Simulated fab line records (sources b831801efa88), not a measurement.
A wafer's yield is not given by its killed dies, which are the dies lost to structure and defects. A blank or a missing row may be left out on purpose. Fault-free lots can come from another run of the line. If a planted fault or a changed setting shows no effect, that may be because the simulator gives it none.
What tool caused it? :: flow gf180mcu :: 6 lots, 18 wafers sampled, at 2 steps of a route of 602

WHAT THE GAUGES SHOWED, per wafer
GF_M1_CD_MEAS_14: the cd target is 230 nm.
lot: L757
measured: day 17 20:13
on: cd-sem-02
cd-nm (nm): 229.0 230.3 228.0

lot: L760
measured: day 19 02:51
on: cd-sem-02
cd-nm (nm): 230.6 229.2 229.9

lot: L765
measured: day 21 02:46
on: cd-sem-01
cd-nm (nm): 229.4 230.1 228.2

lot: L768
measured: day 21 21:10
on: cd-sem-01
cd-nm (nm): 230.2 230.7 230.2

lot: L773
measured: day 23 16:16
on: cd-sem-01
cd-nm (nm): 229.5 229.5 230.3

lot: L779
measured: day 25 14:13
on: cd-sem-02
cd-nm (nm): 230.4 229.5 230.9

WHICH TOOL RAN EACH LOT (tool, then ch and the chambers of the sampled wafers, then the start)
lot: L757
GF_M1_SPUTTER_02: pvd-sputter-04, day 16 20:10

lot: L760
GF_M1_SPUTTER_02: pvd-sputter-04, day 18 02:46

lot: L765
GF_M1_SPUTTER_02: pvd-sputter-02, day 20 02:16

lot: L768
GF_M1_SPUTTER_02: pvd-sputter-04, day 20 21:05

lot: L773
GF_M1_SPUTTER_02: pvd-sputter-02, day 22 16:24

lot: L779
GF_M1_SPUTTER_02: pvd-sputter-01, day 24 15:58
- GF_M1_SPUTTER_02: material AlCu, target thk 450 nm, time 23.9 s.

THE ANSWER, worked out from the rows above alone
Rule: usual is defined by the lots themselves. Put in order of their means at a reading, lots are off if they are a third of the lots or fewer, leave a main group of 4 or more, and stand apart from it by a gap of 3 or more times the standard deviation of the main group's means; of several such gaps the widest counts. A main group whose means are all the same, to the digits that the tables above print for the reading, isn't used. Also off: a lot with no number at a reading for which 4 or more lots have one. All remaining lots with rows at the step are treated as sound.
No lot is off on any of the readings shown, so nothing can be concluded from this.

WHAT WAS PUT IN BY THE SIMULATOR
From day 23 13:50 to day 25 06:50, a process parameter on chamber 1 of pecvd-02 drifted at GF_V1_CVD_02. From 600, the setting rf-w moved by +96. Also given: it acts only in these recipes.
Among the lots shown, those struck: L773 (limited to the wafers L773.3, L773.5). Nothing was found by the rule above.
